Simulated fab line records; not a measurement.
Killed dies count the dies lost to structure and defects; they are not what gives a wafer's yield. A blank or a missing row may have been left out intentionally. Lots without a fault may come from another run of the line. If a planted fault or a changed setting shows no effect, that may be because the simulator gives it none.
Which tool did it? | flow gf180mcu | Sampling: 24 lots, 72 wafers, 2 of 602 route steps

## WHAT THE GAUGES SHOWED, per wafer
GF_V2_BOW_MEAS_05.
lot  | measured     | on            | V2_BOW (um)
L074 | day 19 04:20 | film-metro-04 | 99 101 97
L075 | day 19 11:46 | film-metro-01 | 97 102 102
L076 | day 20 02:14 | film-metro-01 | 101 93 103
L077 | day 20 10:26 | film-metro-02 | 112 115 117
L078 | day 20 17:56 | film-metro-02 | 107 105 107
L079 | day 21 12:31 | film-metro-01 | 95 101 96
L080 | day 21 19:10 | film-metro-04 | 111 114 109
L081 | day 21 22:36 | film-metro-01 | 100 102 109
L082 | day 22 09:26 | film-metro-01 | 101 78 96
L083 | day 22 14:14 | film-metro-04 | 103 99 100
L084 | day 23 02:04 | film-metro-04 | 80 89 92
L085 | day 23 07:10 | film-metro-04 | 90 93 106
L086 | day 23 12:48 | film-metro-02 | 107 112 102
L087 | day 24 06:52 | film-metro-02 | 89 93 93
L088 | day 24 11:01 | film-metro-01 | 110 103 108
L089 | day 24 18:44 | film-metro-01 | 102 96 107
L090 | day 24 22:13 | film-metro-01 | 95 92 86
L091 | day 25 08:32 | film-metro-01 | 109 106 108
L092 | day 25 23:05 | film-metro-01 | 102 101 96
L093 | day 26 05:54 | film-metro-01 | 101 111 100
L094 | day 26 11:47 | film-metro-01 | 98 91 91
L095 | day 26 14:40 | film-metro-04 | 99 85 94
L097 | day 27 05:59 | film-metro-01 | 106 118 116
L096 | day 27 07:50 | film-metro-04 | 102 110 92

GF_V3_BOW_MEAS_05.
lot  | measured     | on            | V3_BOW (um)
L074 | day 21 07:58 | film-metro-03 | 119 120 118
L075 | day 21 14:58 | film-metro-03 | 112 117 116
L076 | day 22 05:13 | film-metro-03 | 118 110 120
L077 | day 22 12:34 | film-metro-03 | 123 126 129
L078 | day 22 20:01 | film-metro-01 | 121 119 121
L079 | day 23 13:29 | film-metro-03 | 116 122 118
L080 | day 23 20:41 | film-metro-01 | 131 133 130
L081 | day 23 23:40 | film-metro-01 | 116 119 125
L082 | day 24 10:37 | film-metro-01 | 117 93 112
L083 | day 24 14:22 | film-metro-01 | 121 119 119
L084 | day 25 01:05 | film-metro-03 | 102 111 116
L085 | day 25 06:48 | film-metro-01 | 105 108 122
L086 | day 25 11:57 | film-metro-03 | 125 131 121
L087 | day 26 05:10 | film-metro-03 | 107 110 110
L088 | day 26 08:11 | film-metro-02 | 132 125 129
L089 | day 26 14:58 | film-metro-02 | 124 118 129
L090 | day 26 19:26 | film-metro-02 | 121 118 112
L091 | day 27 05:41 | film-metro-03 | 123 119 123
L092 | day 27 18:30 | film-metro-03 | 116 119 111
L093 | day 28 01:40 | film-metro-03 | 117 127 116
L094 | day 28 07:14 | film-metro-02 | 112 106 105
L095 | day 28 10:13 | film-metro-03 | 121 105 117
L097 | day 29 00:44 | film-metro-03 | 120 131 130
L096 | day 29 02:22 | film-metro-03 | 118 129 108

## TOOL THAT RAN EACH LOT (tool first, then ch and the chambers of the sampled wafers, then the start)
No process step before these readings appears in the record.

## AS READ BY THE TOOLS THEMSELVES (means over the sampled wafers that have a number; for cases with no such wafer, the mark the record gives instead)
The record holds no such reading with a usual standard deviation.

## THE ANSWER, worked out from the rows above alone
Rule: what is usual is taken from the lots themselves. Put in order of their means at a reading, lots are off if they are a third of the lots or fewer, leave a main group of 4 or more, and stand apart from it by a gap of 3 or more times the standard deviation of the main group's means; of several such gaps the widest counts. The tables above print the reading to a certain number of digits; a main group whose means all agree to those digits is not used. A lot without any number at a reading at which 4 lots or more have one is off too. Any other lot the step has rows for is counted as sound. Order of review: gauges by route order, followed by the tools' own readings, for which a lot's mean as printed above is used. The first step at which some lot is off is used, and at that step the reading that is off furthest; a lot without a number counts as furthest.
No lot is off on any of the readings shown, so nothing can be concluded from this.

## WHAT THE SIMULATOR HAD INSERTED
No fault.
